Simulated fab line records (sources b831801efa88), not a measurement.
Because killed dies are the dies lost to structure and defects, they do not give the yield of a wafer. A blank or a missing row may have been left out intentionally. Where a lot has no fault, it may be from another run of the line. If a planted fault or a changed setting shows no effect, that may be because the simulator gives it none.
fab line records / flow sky130
[record] lots = 13 wafers = 39 lastDay = 50
route steps=708 shown CONTACT@408 METAL2@502 METAL3@564 CAP2M@605 PAD_OPEN@708
lots untouched by any fault: they come from a run of this same line in which no faults occurred
startH: the number of hours between the record's first day and the start of the first shown wafer of the lot / waitH: time in hours since the lot's previous step / " same as the row above / L1.1+2: one row covering several wafers at once / - no value, or no start given / * or withheld: withheld / < > ~ a bound
route shown NAME@n: names a module that has steps shown in the file, with the first one's number in the route / usual: average and standard deviation across the fault-free wafers / same: alike in all rows / chamber/n: place in a boat / sites: per-site readings / _std_site: standard deviation of those values / _edge_site: outer sites' mean less inner sites' / radiusMm: for every site, how far away it sits from the centre of the wafer / mask NAME#n: copy n / behind: the most recent tool/chamber to have shaped the wafer / hold: why the lot went on hold/how many hours it stayed there/how the hold came to an end / device: the transistor (n, p or np) that didn't switch / end of line: tests of these same wafers at the route's end / step lacking rows: just its recipe / killed: dies lost to structure and defects at the first sort, not the wafer's yield / map: dies across one wafer; x = killed, . = not, _ = none there
set.NAME: the setting that was run; set.NAME@STEP: the one run at that earlier step / model.NAME: the simulator's own value behind a step, which no gauge read
one table for each step of the route and one row for each wafer, over a sample of lots
services: when a tool's chamber went out of use (startH, in hours from the record's first day, below 0 if earlier), for how many hours, and the reason
[[steps]]
[step SKY_CONTACT_HDPCVD_02]
[recipe] material = SiO2 targetThkNm = 565 sigmaOpenFrac = 0.3 timeS = 94.2 tempC = 600 sih4FlowSccm = 60 pressureMtorr = 6
lot.wafer=L709.2+4+5 tool=hdpcvd-01 chamber=1,0,1 startH=706.94 waitH=0.0
lot.wafer=L710.2+5+6 tool=hdpcvd-02 chamber=2,2,0 startH=720.10 waitH=0.0
lot.wafer=L712.2+3+5 tool=hdpcvd-02 chamber=0,1,0 startH=730.04 waitH=0.0
lot.wafer=L713.2+4+6 tool=hdpcvd-01 chamber=1,2,1 startH=741.74 waitH=0.0
lot.wafer=L714.1+3+6 tool=hdpcvd-02 chamber=0,1,0 startH=742.79 waitH=0.1
lot.wafer=L715.1+2+5 tool=hdpcvd-01 chamber=2,0,0 startH=753.49 waitH=0.1
lot.wafer=L716.1+2+6 tool=hdpcvd-02 chamber=2,1,1 startH=779.51 waitH=0.1
lot.wafer=L717.1+4+6 tool=hdpcvd-02 chamber=0,2,1 startH=780.97 waitH=0.1
lot.wafer=L719.2+5+6 tool=hdpcvd-02 chamber=2,2,0 startH=804.90 waitH=0.0
lot.wafer=L721.2+5+6 tool=hdpcvd-02 chamber=2,2,0 startH=814.99 waitH=0.0
lot.wafer=L723.1+5+6 tool=hdpcvd-01 chamber=0,0,2 startH=827.69 waitH=0.1
lot.wafer=L729.1+5+6 tool=hdpcvd-01 chamber=0,2,1 startH=864.46 waitH=0.1
lot.wafer=L730.3+4+5 tool=hdpcvd-02 chamber=2,0,2 startH=870.43 waitH=0.0
[step SKY_METAL2_METAL_ETCH_19]
[recipe] targetDepthA = 3600 stopOn = SiO2 overEtchFrac = 0.3 timeS = 78 chemistry = Cl2/BCl3 resistSidewallDeg = 88 pressureMtorr = 10 icpW = 900 biasW = 48.5 Cl2_flow_sccm = 60 bcl3FlowSccm = 30
[usual] drypumpMotorCurrentA = 5.8/0.39 oesProductAu = 0.854/0.0058 rfFwdPowerW = 893/3.4 throttleValvePct = 22.264/0.0096
[same] overEtchFrac = 0.3
lot.wafer=L709.2 tool=rieMetal-02 chamber=0 startH=819.26 waitH=0.0 drypumpMotorCurrentA=6.4 oesProductAu=0.850 rfFwdPowerW=892 rfHoursCounterH=13 throttleValvePct=22.243
lot.wafer=L709.4 tool=rieMetal-02 chamber=1 startH=819.26 waitH=0.0 drypumpMotorCurrentA=5.7 oesProductAu=0.850 rfFwdPowerW=899 rfHoursCounterH=- throttleValvePct=22.251
lot.wafer=L709.5 tool=rieMetal-02 chamber=1 startH=819.26 waitH=0.0 drypumpMotorCurrentA=5.7 oesProductAu=0.854 rfFwdPowerW=893 rfHoursCounterH=- throttleValvePct=22.258
lot.wafer=L710.2 tool=rieMetal-02 chamber=1 startH=832.94 waitH=0.0 drypumpMotorCurrentA=5.7 oesProductAu=0.858 rfFwdPowerW=898 rfHoursCounterH=5 throttleValvePct=22.264
lot.wafer=L710.5 tool=rieMetal-02 chamber=1 startH=832.94 waitH=0.0 drypumpMotorCurrentA=5.7 oesProductAu=0.856 rfFwdPowerW=893 rfHoursCounterH=- throttleValvePct=22.278
lot.wafer=L710.6 tool=rieMetal-02 chamber=0 startH=832.94 waitH=0.0 drypumpMotorCurrentA=6.4 oesProductAu=0.865 rfFwdPowerW=893 rfHoursCounterH=- throttleValvePct=22.262
lot.wafer=L712.2 tool=rieMetal-02 chamber=1 startH=841.49 waitH=0.0 drypumpMotorCurrentA=5.7 oesProductAu=0.857 rfFwdPowerW=894 rfHoursCounterH=6 throttleValvePct=22.268
lot.wafer=L712.3 tool=rieMetal-02 chamber=0 startH=841.49 waitH=0.0 drypumpMotorCurrentA=6.4 oesProductAu=0.855 rfFwdPowerW=893 rfHoursCounterH=- throttleValvePct=22.245
lot.wafer=L712.5 tool=rieMetal-02 chamber=1 startH=841.49 waitH=0.0 drypumpMotorCurrentA=5.7 oesProductAu=0.862 rfFwdPowerW=897 rfHoursCounterH=- throttleValvePct=22.273
lot.wafer=L713.2 tool=rieMetal-02 chamber=0 startH=852.26 waitH=0.0 drypumpMotorCurrentA=6.4 oesProductAu=0.855 rfFwdPowerW=893 rfHoursCounterH=14 throttleValvePct=22.266
lot.wafer=L713.4 tool=rieMetal-02 chamber=0 startH=852.26 waitH=0.0 drypumpMotorCurrentA=6.4 oesProductAu=0.865 rfFwdPowerW=892 rfHoursCounterH=- throttleValvePct=22.266
lot.wafer=L713.6 tool=rieMetal-02 chamber=1 startH=852.26 waitH=0.0 drypumpMotorCurrentA=5.7 oesProductAu=0.851 rfFwdPowerW=892 rfHoursCounterH=- throttleValvePct=22.283
lot.wafer=L714.1 tool=rieMetal-02 chamber=1 startH=853.99 waitH=0.0 drypumpMotorCurrentA=5.7 oesProductAu=0.848 rfFwdPowerW=897 rfHoursCounterH=6 throttleValvePct=22.258
lot.wafer=L714.3 tool=rieMetal-02 chamber=0 startH=853.99 waitH=0.0 drypumpMotorCurrentA=6.4 oesProductAu=0.855 rfFwdPowerW=892 rfHoursCounterH=- throttleValvePct=22.268
lot.wafer=L714.6 tool=rieMetal-02 chamber=1 startH=853.99 waitH=0.0 drypumpMotorCurrentA=5.7 oesProductAu=0.845 rfFwdPowerW=892 rfHoursCounterH=- throttleValvePct=22.256
lot.wafer=L715.1 tool=rieMetal-01 chamber=1 startH=864.86 waitH=0.0 drypumpMotorCurrentA=6.6 oesProductAu=0.847 rfFwdPowerW=890 rfHoursCounterH=8 throttleValvePct=22.257
lot.wafer=L715.2 tool=rieMetal-01 chamber=0 startH=864.86 waitH=0.0 drypumpMotorCurrentA=5.3 oesProductAu=0.842 rfFwdPowerW=891 rfHoursCounterH=13 throttleValvePct=22.252
lot.wafer=L715.5 tool=rieMetal-01 chamber=0 startH=864.86 waitH=0.0 drypumpMotorCurrentA=5.3 oesProductAu=0.858 rfFwdPowerW=890 rfHoursCounterH=- throttleValvePct=22.262
lot.wafer=L716.1 tool=rieMetal-02 chamber=0 startH=889.51 waitH=0.0 drypumpMotorCurrentA=6.4 oesProductAu=0.857 rfFwdPowerW=891 rfHoursCounterH=16 throttleValvePct=22.270
lot.wafer=L716.2 tool=rieMetal-02 chamber=1 startH=889.51 waitH=0.0 drypumpMotorCurrentA=5.7 oesProductAu=0.859 rfFwdPowerW=894 rfHoursCounterH=8 throttleValvePct=22.273
lot.wafer=L716.6 tool=rieMetal-02 chamber=1 startH=889.51 waitH=0.0 drypumpMotorCurrentA=5.7 oesProductAu=0.857 rfFwdPowerW=898 rfHoursCounterH=- throttleValvePct=22.244
lot.wafer=L717.1 tool=rieMetal-03 chamber=1 startH=891.06 waitH=0.0 drypumpMotorCurrentA=5.5 oesProductAu=0.862 rfFwdPowerW=888 rfHoursCounterH=8 throttleValvePct=22.262
lot.wafer=L717.4 tool=rieMetal-03 chamber=0 startH=891.06 waitH=0.0 drypumpMotorCurrentA=5.8 oesProductAu=0.864 rfFwdPowerW=896 rfHoursCounterH=- throttleValvePct=22.267
lot.wafer=L717.6 tool=rieMetal-03 chamber=0 startH=891.06 waitH=0.0 drypumpMotorCurrentA=5.8 oesProductAu=0.857 rfFwdPowerW=896 rfHoursCounterH=- throttleValvePct=22.278
lot.wafer=L719.2 tool=rieMetal-03 chamber=0 startH=913.81 waitH=0.0 drypumpMotorCurrentA=5.8 oesProductAu=0.858 rfFwdPowerW=891 rfHoursCounterH=5 throttleValvePct=22.271
lot.wafer=L719.5 tool=rieMetal-03 chamber=0 startH=913.81 waitH=0.0 drypumpMotorCurrentA=5.8 oesProductAu=0.848 rfFwdPowerW=895 rfHoursCounterH=- throttleValvePct=22.273
lot.wafer=L719.6 tool=rieMetal-03 chamber=1 startH=913.81 waitH=0.0 drypumpMotorCurrentA=5.5 oesProductAu=0.862 rfFwdPowerW=892 rfHoursCounterH=- throttleValvePct=22.258
lot.wafer=L721.2 tool=rieMetal-03 chamber=0 startH=923.64 waitH=0.0 drypumpMotorCurrentA=5.8 oesProductAu=0.860 rfFwdPowerW=897 rfHoursCounterH=6 throttleValvePct=22.276
lot.wafer=L721.5 tool=rieMetal-03 chamber=1 startH=923.64 waitH=0.0 drypumpMotorCurrentA=5.5 oesProductAu=0.861 rfFwdPowerW=892 rfHoursCounterH=- throttleValvePct=22.275
lot.wafer=L721.6 tool=rieMetal-03 chamber=0 startH=923.64 waitH=0.0 drypumpMotorCurrentA=5.8 oesProductAu=0.847 rfFwdPowerW=899 rfHoursCounterH=- throttleValvePct=22.252
lot.wafer=L723.1 tool=rieMetal-03 chamber=1 startH=936.40 waitH=0.0 drypumpMotorCurrentA=5.5 oesProductAu=0.849 rfFwdPowerW=893 rfHoursCounterH=10 throttleValvePct=22.268
lot.wafer=L723.5 tool=rieMetal-03 chamber=0 startH=936.40 waitH=0.0 drypumpMotorCurrentA=5.8 oesProductAu=0.844 rfFwdPowerW=893 rfHoursCounterH=- throttleValvePct=22.260
lot.wafer=L723.6 tool=rieMetal-03 chamber=1 startH=936.40 waitH=0.0 drypumpMotorCurrentA=5.5 oesProductAu=0.856 rfFwdPowerW=894 rfHoursCounterH=- throttleValvePct=22.262
lot.wafer=L729.1 tool=rieMetal-03 chamber=1 startH=969.44 waitH=0.0 drypumpMotorCurrentA=5.5 oesProductAu=0.861 rfFwdPowerW=887 rfHoursCounterH=12 throttleValvePct=22.265
lot.wafer=L729.5 tool=rieMetal-03 chamber=1 startH=969.44 waitH=0.0 drypumpMotorCurrentA=5.5 oesProductAu=0.862 rfFwdPowerW=891 rfHoursCounterH=- throttleValvePct=22.263
lot.wafer=L729.6 tool=rieMetal-03 chamber=0 startH=969.44 waitH=0.0 drypumpMotorCurrentA=5.8 oesProductAu=0.866 rfFwdPowerW=896 rfHoursCounterH=- throttleValvePct=22.281
lot.wafer=L730.3 tool=rieMetal-02 chamber=0 startH=975.89 waitH=0.1 drypumpMotorCurrentA=6.4 oesProductAu=0.844 rfFwdPowerW=897 rfHoursCounterH=- throttleValvePct=22.277
lot.wafer=L730.4 tool=rieMetal-02 chamber=1 startH=975.89 waitH=0.1 drypumpMotorCurrentA=5.7 oesProductAu=0.861 rfFwdPowerW=898 rfHoursCounterH=- throttleValvePct=22.277
lot.wafer=L730.5 tool=rieMetal-02 chamber=0 startH=975.89 waitH=0.1 drypumpMotorCurrentA=6.4 oesProductAu=0.856 rfFwdPowerW=896 rfHoursCounterH=- throttleValvePct=22.258
[step SKY_METAL3_OVL_MEAS_14]
[usual] METAL3_OVL = 1/6.5
lot.wafer=L709.2 tool=overlay-02 chamber=- startH=900.06 waitH=0.1 METAL3_OVL[nm]=4
lot.wafer=L709.4 tool=overlay-02 chamber=- startH=900.06 waitH=0.1 METAL3_OVL[nm]=6
lot.wafer=L709.5 tool=overlay-02 chamber=- startH=900.06 waitH=0.1 METAL3_OVL[nm]=2
lot.wafer=L710.2 tool=overlay-01 chamber=- startH=913.33 waitH=0.1 METAL3_OVL[nm]=7
lot.wafer=L710.5 tool=overlay-01 chamber=- startH=913.33 waitH=0.1 METAL3_OVL[nm]=4
lot.wafer=L710.6 tool=overlay-01 chamber=- startH=913.33 waitH=0.1 METAL3_OVL[nm]=6
lot.wafer=L712.2 tool=overlay-02 chamber=- startH=921.05 waitH=0.1 METAL3_OVL[nm]=8
lot.wafer=L712.3 tool=overlay-02 chamber=- startH=921.05 waitH=0.1 METAL3_OVL[nm]=6
lot.wafer=L712.5 tool=overlay-02 chamber=- startH=921.05 waitH=0.1 METAL3_OVL[nm]=2
lot.wafer=L713.2 tool=overlay-01 chamber=- startH=931.88 waitH=0.1 METAL3_OVL[nm]=6
lot.wafer=L713.4 tool=overlay-01 chamber=- startH=931.88 waitH=0.1 METAL3_OVL[nm]=9
lot.wafer=L713.6 tool=overlay-01 chamber=- startH=931.88 waitH=0.1 METAL3_OVL[nm]=4
lot.wafer=L714.1 tool=overlay-01 chamber=- startH=933.83 waitH=0.1 METAL3_OVL[nm]=11
lot.wafer=L714.3 tool=overlay-01 chamber=- startH=933.83 waitH=0.1 METAL3_OVL[nm]=2
lot.wafer=L714.6 tool=overlay-01 chamber=- startH=933.83 waitH=0.1 METAL3_OVL[nm]=-4
lot.wafer=L715.1 tool=overlay-01 chamber=- startH=943.15 waitH=0.1 METAL3_OVL[nm]=4
lot.wafer=L715.2 tool=overlay-01 chamber=- startH=943.15 waitH=0.1 METAL3_OVL[nm]=1
lot.wafer=L715.5 tool=overlay-01 chamber=- startH=943.15 waitH=0.1 METAL3_OVL[nm]=8
lot.wafer=L716.1 tool=overlay-02 chamber=- startH=967.53 waitH=0.1 METAL3_OVL[nm]=0
lot.wafer=L716.2 tool=overlay-02 chamber=- startH=967.53 waitH=0.1 METAL3_OVL[nm]=-11
lot.wafer=L716.6 tool=overlay-02 chamber=- startH=967.53 waitH=0.1 METAL3_OVL[nm]=-10
lot.wafer=L717.1 tool=overlay-01 chamber=- startH=968.83 waitH=0.1 METAL3_OVL[nm]=9
lot.wafer=L717.4 tool=overlay-01 chamber=- startH=968.83 waitH=0.1 METAL3_OVL[nm]=-3
lot.wafer=L717.6 tool=overlay-01 chamber=- startH=968.83 waitH=0.1 METAL3_OVL[nm]=-2
lot.wafer=L719.2 tool=overlay-02 chamber=- startH=990.45 waitH=0.1 METAL3_OVL[nm]=-3
lot.wafer=L719.5 tool=overlay-02 chamber=- startH=990.45 waitH=0.1 METAL3_OVL[nm]=-1
lot.wafer=L719.6 tool=overlay-02 chamber=- startH=990.45 waitH=0.1 METAL3_OVL[nm]=1
lot.wafer=L721.2 tool=overlay-02 chamber=- startH=998.54 waitH=0.1 METAL3_OVL[nm]=-2
lot.wafer=L721.5 tool=overlay-02 chamber=- startH=998.54 waitH=0.1 METAL3_OVL[nm]=1
lot.wafer=L721.6 tool=overlay-02 chamber=- startH=998.54 waitH=0.1 METAL3_OVL[nm]=3
lot.wafer=L723.1 tool=overlay-02 chamber=- startH=1009.98 waitH=0.1 METAL3_OVL[nm]=-2
lot.wafer=L723.5 tool=overlay-02 chamber=- startH=1009.98 waitH=0.1 METAL3_OVL[nm]=2
lot.wafer=L723.6 tool=overlay-02 chamber=- startH=1009.98 waitH=0.1 METAL3_OVL[nm]=-1
lot.wafer=L729.1 tool=overlay-01 chamber=- startH=1041.23 waitH=0.1 METAL3_OVL[nm]=8
lot.wafer=L729.5 tool=overlay-01 chamber=- startH=1041.23 waitH=0.1 METAL3_OVL[nm]=13
lot.wafer=L729.6 tool=overlay-01 chamber=- startH=1041.23 waitH=0.1 METAL3_OVL[nm]=-3
lot.wafer=L730.3 tool=overlay-02 chamber=- startH=1048.32 waitH=0.1 METAL3_OVL[nm]=-2
lot.wafer=L730.4 tool=overlay-02 chamber=- startH=1048.32 waitH=0.1 METAL3_OVL[nm]=-6
lot.wafer=L730.5 tool=overlay-02 chamber=- startH=1048.32 waitH=0.1 METAL3_OVL[nm]=-6
[step SKY_CAP2M_SPUTTER_02]
[recipe] material = TiN targetThkNm = 200 tempC = 300 powerW = 6500 timeS = 166.7 chamberPressurePa = 0.4
[usual] throttleValvePct = 29.6/0.72
lot.wafer=L709.2 tool=pvdSputter-04 chamber=- startH=929.01 waitH=0.0 throttleValvePct=31.1
lot.wafer=L709.4 tool=pvdSputter-04 chamber=- startH=929.01 waitH=0.0 throttleValvePct=30.2
lot.wafer=L709.5 tool=pvdSputter-04 chamber=- startH=929.01 waitH=0.0 throttleValvePct=31.1
lot.wafer=L710.2 tool=pvdSputter-02 chamber=- startH=942.11 waitH=0.0 throttleValvePct=28.7
lot.wafer=L710.5 tool=pvdSputter-02 chamber=- startH=942.11 waitH=0.0 throttleValvePct=29.5
lot.wafer=L710.6 tool=pvdSputter-02 chamber=- startH=942.11 waitH=0.0 throttleValvePct=29.7
lot.wafer=L712.2 tool=pvdSputter-02 chamber=- startH=949.36 waitH=0.0 throttleValvePct=28.9
lot.wafer=L712.3 tool=pvdSputter-02 chamber=- startH=949.36 waitH=0.0 throttleValvePct=29.6
lot.wafer=L712.5 tool=pvdSputter-02 chamber=- startH=949.36 waitH=0.0 throttleValvePct=28.8
lot.wafer=L713.2 tool=pvdSputter-01 chamber=- startH=959.64 waitH=0.0 throttleValvePct=29.3
lot.wafer=L713.4 tool=pvdSputter-01 chamber=- startH=959.64 waitH=0.0 throttleValvePct=29.1
lot.wafer=L713.6 tool=pvdSputter-01 chamber=- startH=959.64 waitH=0.0 throttleValvePct=29.4
lot.wafer=L714.1 tool=pvdSputter-02 chamber=- startH=961.85 waitH=0.1 throttleValvePct=28.8
lot.wafer=L714.3 tool=pvdSputter-02 chamber=- startH=961.85 waitH=0.1 throttleValvePct=29.7
lot.wafer=L714.6 tool=pvdSputter-02 chamber=- startH=961.85 waitH=0.1 throttleValvePct=29.2
lot.wafer=L715.1 tool=pvdSputter-02 chamber=- startH=970.18 waitH=0.1 throttleValvePct=29.1
lot.wafer=L715.2 tool=pvdSputter-02 chamber=- startH=970.18 waitH=0.1 throttleValvePct=29.4
lot.wafer=L715.5 tool=pvdSputter-02 chamber=- startH=970.18 waitH=0.1 throttleValvePct=29.6
lot.wafer=L716.1 tool=pvdSputter-02 chamber=- startH=994.19 waitH=0.1 throttleValvePct=29.7
lot.wafer=L716.2 tool=pvdSputter-02 chamber=- startH=994.19 waitH=0.1 throttleValvePct=28.5
lot.wafer=L716.6 tool=pvdSputter-02 chamber=- startH=994.19 waitH=0.1 throttleValvePct=29.5
lot.wafer=L717.1 tool=pvdSputter-01 chamber=- startH=995.94 waitH=0.1 throttleValvePct=30.4
lot.wafer=L717.4 tool=pvdSputter-01 chamber=- startH=995.94 waitH=0.1 throttleValvePct=29.8
lot.wafer=L717.6 tool=pvdSputter-01 chamber=- startH=995.94 waitH=0.1 throttleValvePct=29.1
lot.wafer=L719.2 tool=pvdSputter-01 chamber=- startH=1017.02 waitH=0.0 throttleValvePct=29.9
lot.wafer=L719.5 tool=pvdSputter-01 chamber=- startH=1017.02 waitH=0.0 throttleValvePct=29.5
lot.wafer=L719.6 tool=pvdSputter-01 chamber=- startH=1017.02 waitH=0.0 throttleValvePct=29.9
lot.wafer=L721.2 tool=pvdSputter-02 chamber=- startH=1024.71 waitH=0.0 throttleValvePct=29.7
lot.wafer=L721.5 tool=pvdSputter-02 chamber=- startH=1024.71 waitH=0.0 throttleValvePct=29.4
lot.wafer=L721.6 tool=pvdSputter-02 chamber=- startH=1024.71 waitH=0.0 throttleValvePct=29.6
lot.wafer=L723.1 tool=pvdSputter-01 chamber=- startH=1035.63 waitH=0.1 throttleValvePct=30.0
lot.wafer=L723.5 tool=pvdSputter-01 chamber=- startH=1035.63 waitH=0.1 throttleValvePct=29.0
lot.wafer=L723.6 tool=pvdSputter-01 chamber=- startH=1035.63 waitH=0.1 throttleValvePct=30.4
lot.wafer=L729.1 tool=pvdSputter-04 chamber=- startH=1066.09 waitH=0.1 throttleValvePct=30.8
lot.wafer=L729.5 tool=pvdSputter-04 chamber=- startH=1066.09 waitH=0.1 throttleValvePct=28.4
lot.wafer=L729.6 tool=pvdSputter-04 chamber=- startH=1066.09 waitH=0.1 throttleValvePct=30.2
lot.wafer=L730.3 tool=pvdSputter-04 chamber=- startH=1073.30 waitH=0.0 throttleValvePct=29.9
lot.wafer=L730.4 tool=pvdSputter-04 chamber=- startH=1073.30 waitH=0.0 throttleValvePct=31.0
lot.wafer=L730.5 tool=pvdSputter-04 chamber=- startH=1073.30 waitH=0.0 throttleValvePct=30.3
[step SKY_PAD_OPEN_PROBE_99]
[usual] killed_at_M0_to_M3 = 44/6.9 killed_at_M4_up = 3.3/1.7 killedAtContacts = 24/4.7 killedAtFrontEnd = 15/4.5 killedAtOther = 0.2/0.49 killedDies = 86/8.4 killedOpen = 47/6.5 killedShort = 39/6
[same] grossDies = 492 killedAtBackSide = 0
lot.wafer=L719.2 tool=prober-02 chamber=- startH=1146.87 waitH=0.1 killed_at_M0_to_M3=45 killed_at_M4_up=3 killedAtContacts=22 killedAtFrontEnd=9 killedAtOther=0 killedDies=79 killedOpen=45 killedShort=34
lot.wafer=L719.5 tool=prober-02 chamber=- startH=1147.02 waitH=0.2 killed_at_M0_to_M3=40 killed_at_M4_up=3 killedAtContacts=29 killedAtFrontEnd=10 killedAtOther=0 killedDies=82 killedOpen=46 killedShort=36
lot.wafer=L719.6 tool=prober-02 chamber=- startH=1147.07 waitH=0.2 killed_at_M0_to_M3=28 killed_at_M4_up=1 killedAtContacts=77 killedAtFrontEnd=15 killedAtOther=0 killedDies=121 killedOpen=46 killedShort=22
lot.wafer=L721.2 tool=prober-02 chamber=- startH=1154.44 waitH=0.1 killed_at_M0_to_M3=36 killed_at_M4_up=0 killedAtContacts=27 killedAtFrontEnd=15 killedAtOther=0 killedDies=78 killedOpen=38 killedShort=40
lot.wafer=L721.5 tool=prober-02 chamber=- startH=1154.59 waitH=0.2 killed_at_M0_to_M3=37 killed_at_M4_up=2 killedAtContacts=27 killedAtFrontEnd=15 killedAtOther=0 killedDies=81 killedOpen=48 killedShort=33
lot.wafer=L721.6 tool=prober-02 chamber=- startH=1154.64 waitH=0.2 killed_at_M0_to_M3=31 killed_at_M4_up=3 killedAtContacts=77 killedAtFrontEnd=9 killedAtOther=0 killedDies=120 killedOpen=34 killedShort=28
// killed by level:class
L719.2 VIA2:geometricParticle:open=9 LI_CONTACT:geometricParticle:open=8 VIA1:geometricParticle:open=7 CONTACT:geometricParticle:open=7 VIA3:geometricParticle:open=7 METAL1:geometricParticle:short=5 VIA3:geometricParticle:short=5 VIA1:geometricParticle:short=4
L719.5 CONTACT:geometricParticle:open=10 LI_CONTACT:geometricParticle:open=8 VIA1:geometricParticle:open=8 VIA3:geometricParticle:open=8 VIA2:geometricParticle:open=5 LOCAL_INTERCONNECT:geometricParticle:short=5 METAL2:geometricParticle:short=5 VIA2:geometricParticle:short=5
L719.6 CONTACT:unspecified=53 LI_CONTACT:geometricParticle:open=10 CONTACT:geometricParticle:open=8 VIA1:geometricParticle:open=7 VIA2:geometricParticle:open=6 POLY_GATE:geometricParticle:short=5 FIELD_ISO:geometricParticle:open=4 VIA3:geometricParticle:open=4
L721.2 CONTACT:geometricParticle:open=9 VIA1:geometricParticle:open=8 CONTACT:geometricParticle:short=7 POLY_GATE:geometricParticle:short=6 VIA1:geometricParticle:short=6 VIA3:geometricParticle:open=6 LI_CONTACT:geometricParticle:open=5 VIA2:geometricParticle:open=5
L721.5 CONTACT:geometricParticle:open=9 VIA3:geometricParticle:open=8 VIA2:geometricParticle:open=8 LOCAL_INTERCONNECT:geometricParticle:short=7 FIELD_ISO:geometricParticle:open=6 LI_CONTACT:geometricParticle:open=6 VIA1:geometricParticle:open=5 METAL3:geometricParticle:short=5
L721.6 CONTACT:unspecified=58 LI_CONTACT:geometricParticle:open=10 VIA1:geometricParticle:open=9 VIA2:geometricParticle:open=5 METAL1:geometricParticle:short=4 VIA1:geometricParticle:short=4 POLY_GATE:geometricParticle:short=3 LI_CONTACT:geometricParticle:short=3
[[services]]
tool=rieMetal-03 chamber=- startH=700.93 hours=1.4 kind=pm
tool=hdpcvd-02 chamber=0 startH=711.85 hours=5.1 kind=repair
tool=pvdSputter-02 chamber=- startH=716.50 hours=4.4 kind=repair
tool=hdpcvd-02 chamber=- startH=732.16 hours=1.4 kind=repair
tool=hdpcvd-02 chamber=- startH=747.24 hours=14.6 kind=pm
tool=rieMetal-02 chamber=1 startH=748.33 hours=6.5 kind=repair
tool=hdpcvd-01 chamber=0 startH=776.69 hours=12.2 kind=repair
tool=rieMetal-02 chamber=1 startH=800.17 hours=1.5 kind=repair
tool=rieMetal-02 chamber=- startH=833.35 hours=2.8 kind=pm
tool=hdpcvd-01 chamber=0 startH=844.33 hours=7.4 kind=repair
tool=rieMetal-03 chamber=1 startH=875.22 hours=11.9 kind=repair
tool=rieMetal-02 chamber=- startH=921.47 hours=15.6 kind=pm
tool=hdpcvd-01 chamber=2 startH=925.29 hours=5.4 kind=repair
tool=hdpcvd-02 chamber=- startH=935.79 hours=0.4 kind=repair
tool=rieMetal-02 chamber=- startH=938.23 hours=0.4 kind=repair
tool=rieMetal-02 chamber=- startH=938.30 hours=1.4 kind=repair
tool=rieMetal-02 chamber=- startH=946.98 hours=1.5 kind=repair
tool=hdpcvd-01 chamber=- startH=950.25 hours=15.0 kind=pm
tool=hdpcvd-01 chamber=- startH=951.86 hours=1.9 kind=repair
tool=rieMetal-02 chamber=- startH=955.29 hours=0.6 kind=repair
tool=rieMetal-03 chamber=- startH=961.36 hours=0.7 kind=repair
tool=rieMetal-02 chamber=1 startH=979.04 hours=6.5 kind=repair
tool=rieMetal-02 chamber=0 startH=991.75 hours=16.0 kind=repair
tool=hdpcvd-02 chamber=- startH=1056.66 hours=2.8 kind=pm
[[key]]
[firstSign] step = SKY_PAD_OPEN_PROBE_99 reading = killedAtContacts direction = up sigmas = 11 usual = 24 struck = 77
[effect] step = SKY_PAD_OPEN_PROBE_99 reading = killedDies direction = up sigmas = 4 usual = 86 struck = 120
metAt SKY_CONTACT_HDPCVD_02
struckLots L719,L721
struckWafers L719.6,L721.6
testerLeftOut L719,L721
notActingAt SKY_METAL2_METAL_ETCH_19,SKY_METAL3_OVL_MEAS_14,SKY_CAP2M_SPUTTER_02
onsetBetween 780.97 804.90
[fault] kind = chamberParticleSource tool = hdpcvd-02 chamber = 0 onsetH = 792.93 steps = SKY_CONTACT_HDPCVD_02 ratePerVisitCm2 = 2.1906 endH = 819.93
// testerLeftOut: of these lots the tester's yield and bins aren't shown, on N5 and GAA mostly nor the transistor test; their killed dies are dies lost to structure and defects alone, not to doping, threshold or leakage, so they don't give the yield
